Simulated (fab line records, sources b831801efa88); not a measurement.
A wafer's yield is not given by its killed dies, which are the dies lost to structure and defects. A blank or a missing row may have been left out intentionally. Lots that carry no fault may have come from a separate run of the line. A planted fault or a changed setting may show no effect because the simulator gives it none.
Which tool did it? | flow sky130 | 13 lots, 39 wafers sampled, at 4 steps of a route of 708

WHAT EACH GAUGE READ, for each wafer
SKY_GATE_OXIDE_TW_MEAS_14. Usual: GATE_OXIDE_TW 225, standard deviation 3.2.
lot  | measured     | on            | GATE_OXIDE_TW | flag
L607 | day 13 22:46 | film metro-02 | 223 223 223   |
L608 | day 14 03:05 | film metro-03 | 228 228 228   |
L609 | day 14 13:37 | film metro-01 | 222 221 219   |
L610 | day 14 19:56 | film metro-03 | 228 229 228   |
L611 | day 15 05:04 | film metro-01 | 222 221 221   |
L612 | day 15 10:28 | film metro-02 | 222 221 222   |
L613 | day 15 19:48 | film metro-01 | 221 221 221   |
L615 | day 16 11:56 | film metro-02 | 225 225 224   |
L620 | day 18 05:41 | film metro-01 | 222 223 223   |
L623 | day 19 13:21 | film metro-02 | 225 224 225   |
L624 | day 20 03:41 | film metro-01 | 221 222 219   |
L629 | day 21 14:50 | film metro-02 | 225 224 224   |
L630 | day 21 18:24 | film metro-01 | 221 221 220   |

SKY_SD_N_RS_MEAS_17: the measuring method here is four-point-probe. Usual: SD_P_RS 147.2 ohm/sq, standard deviation 0.39.
lot  | measured     | on            | SD_P_RS (ohm/sq)  | flag
L607 | day 28 03:08 | film metro-02 | 147.2 147.2 146.8 |
L608 | day 28 08:59 | film metro-01 | 147.4 147.5 147.3 |
L609 | day 28 16:38 | film metro-04 | 147.0 147.1 147.1 |
L610 | day 28 23:25 | film metro-04 | 147.7 147.3 147.2 |
L611 | day 29 12:05 | film metro-04 | 147.9 147.9 147.3 |
L612 | day 29 15:49 | film metro-04 | 147.7 147.4 147.3 |
L613 | day 30 01:35 | film metro-01 | 146.9 146.5 147.1 |
L615 | day 30 22:29 | film metro-02 | 147.2 147.1 146.9 |
L620 | day 32 05:04 | film metro-04 | 146.8 146.9 146.8 |
L623 | day 33 11:33 | film metro-02 | 146.6 146.6 146.4 |
L624 | day 33 18:32 | film metro-01 | 147.2 147.4 147.5 |
L629 | day 35 02:04 | film metro-01 | 146.9 147.1 147.3 |
L630 | day 35 04:39 | film metro-02 | 147.5 148.3 147.4 |

TOOL THAT RAN EACH LOT (tool first, then ch and the chambers of the sampled wafers, then the start)
lot  | SKY_LDD_P_STRIP_10                   | SKY_POLY_CUT_COAT_02
L607 | plasma asher-03 ch 0,1, day 19 03:45 | litho track-01 ch 0, day 23 17:44
L608 | plasma asher-03 ch 0,1, day 19 11:04 | litho track-03 ch 0, day 24 00:47
L609 | plasma asher-04 ch 0,1, day 19 20:13 | litho track-03 ch 0, day 24 08:58
L610 | plasma asher-03 ch 0,1, day 20 04:25 | litho track-01 ch 0, day 24 17:14
L611 | plasma asher-03 ch 0,1, day 20 16:04 | litho track-04 ch 0, day 25 05:15
L612 | plasma asher-03 ch 0,1, day 20 22:47 | litho track-03 ch 0, day 25 09:38
L613 | plasma asher-03 ch 0,1, day 21 05:49 | litho track-01 ch 0, day 25 19:26
L615 | plasma asher-04 ch 0,1, day 22 06:23 | litho track-01 ch 0, day 26 17:05
L620 | plasma asher-03 ch 0,1, day 23 17:25 | litho track-04 ch 0, day 28 01:57
L623 | plasma asher-03 ch 0,1, day 25 00:46 | litho track-01 ch 0, day 29 09:29
L624 | plasma asher-02 ch 0,1, day 25 11:44 | litho track-01 ch 0, day 29 17:29
L629 | plasma asher-03 ch 0,1, day 26 21:36 | litho track-04 ch 0, day 31 02:35
L630 | plasma asher-02 ch 0,1, day 27 02:14 | litho track-03 ch 0, day 31 06:12
- SKY_LDD_P_STRIP_10: strips in O2/N2.
- SKY_POLY_CUT_COAT_02: resist thk 60 nm.

AS READ BY THE TOOLS THEMSELVES (means over the sampled wafers that have a number; for cases with no such wafer, the mark the record gives instead)
SKY_LDD_P_STRIP_10. Usual: drypump motor current A 6.0 A, standard deviation 0.61; oes product au 0.715 a.u., standard deviation 0.0046; strip time to endpoint s 14.18 s, standard deviation 0.042.
lot  | tool            | drypump motor current A (A) | oes product au (a.u.) | strip time to endpoint s (s) | flag
L607 | plasma asher-03 | 6.1                         | 0.714                 | 14.15                        |
L608 | plasma asher-03 | 6.5                         | 0.712                 | 14.20                        |
L609 | plasma asher-04 | 5.1                         | 0.714                 | 14.20                        |
L610 | plasma asher-03 | 6.1                         | 0.713                 | 14.22                        |
L611 | plasma asher-03 | 6.4                         | 0.715                 | 14.22                        |
L612 | plasma asher-03 | 6.1                         | 0.712                 | 14.18                        |
L613 | plasma asher-03 | 6.1                         | 0.720                 | 14.16                        |
L615 | plasma asher-04 | 5.1                         | 0.715                 | 14.12                        |
L620 | plasma asher-03 | 6.1                         | 0.715                 | 14.19                        |
L623 | plasma asher-03 | 6.1                         | 0.716                 | 14.20                        |
L624 | plasma asher-02 | 6.2                         | 0.714                 | 14.22                        |
L629 | plasma asher-03 | 6.1                         | 0.717                 | 14.18                        |
L630 | plasma asher-02 | 6.2                         | 0.716                 | 14.16                        |

SKY_POLY_CUT_COAT_02. Usual: spin speed rpm at 3000.1 rpm, with a standard deviation of 2.2.
lot  | tool           | spin speed rpm (rpm) | flag
L607 | litho track-01 | 3001.0               |
L608 | litho track-03 | 3001.5               |
L609 | litho track-03 | 2999.0               |
L610 | litho track-01 | 3001.7               |
L611 | litho track-04 | 2999.3               |
L612 | litho track-03 | 2999.5               |
L613 | litho track-01 | 2998.9               |
L615 | litho track-01 | 2999.0               |
L620 | litho track-04 | 2999.6               |
L623 | litho track-01 | 3049.5               | OFF
L624 | litho track-01 | 3049.5               | OFF
L629 | litho track-04 | 3000.8               |
L630 | litho track-03 | 3000.1               |

THE ANSWER, worked out from the rows above alone
Rule: lot off if the mean of its wafers having a number is beyond 3 standard deviations from the usual mean. A lot without any number at a reading at which 4 lots or more have one is off too. Where the step has rows for the other lots, those lots are counted as sound. The gauges are gone through in route order, then the tools' own readings, and for those a lot's mean is taken as printed above. At the first step where some lot is off, the reading lying furthest off is the one used; lots without a number count as furthest.
Off: L623, L624 (SKY_POLY_CUT_COAT_02, spin speed rpm).
A tool fits if, at that step or a process step before it, it ran every lot that is off, and no sound lot after the first of them. One candidate fits, namely litho track-01 at SKY_POLY_CUT_COAT_02. A fault onset in the window from L615 (day 26 17:05, its last sound lot) to L623 (day 29 09:29, its first lot off) fits.
On the lots that are off, the tool's own readings at SKY_POLY_CUT_COAT_02 differ by more than 5 times the standard deviation of the sound lots' means, which bears it out; spin speed rpm reads 3049.5 rpm there versus 3000.0 rpm on the sound lots.

WHAT WAS PUT IN BY THE SIMULATOR
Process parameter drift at SKY_POLY_CUT_COAT_02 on litho track-01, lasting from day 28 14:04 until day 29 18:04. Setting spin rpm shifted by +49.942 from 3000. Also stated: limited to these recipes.
Lots struck among those shown: L623, L624. The rule above found the same.
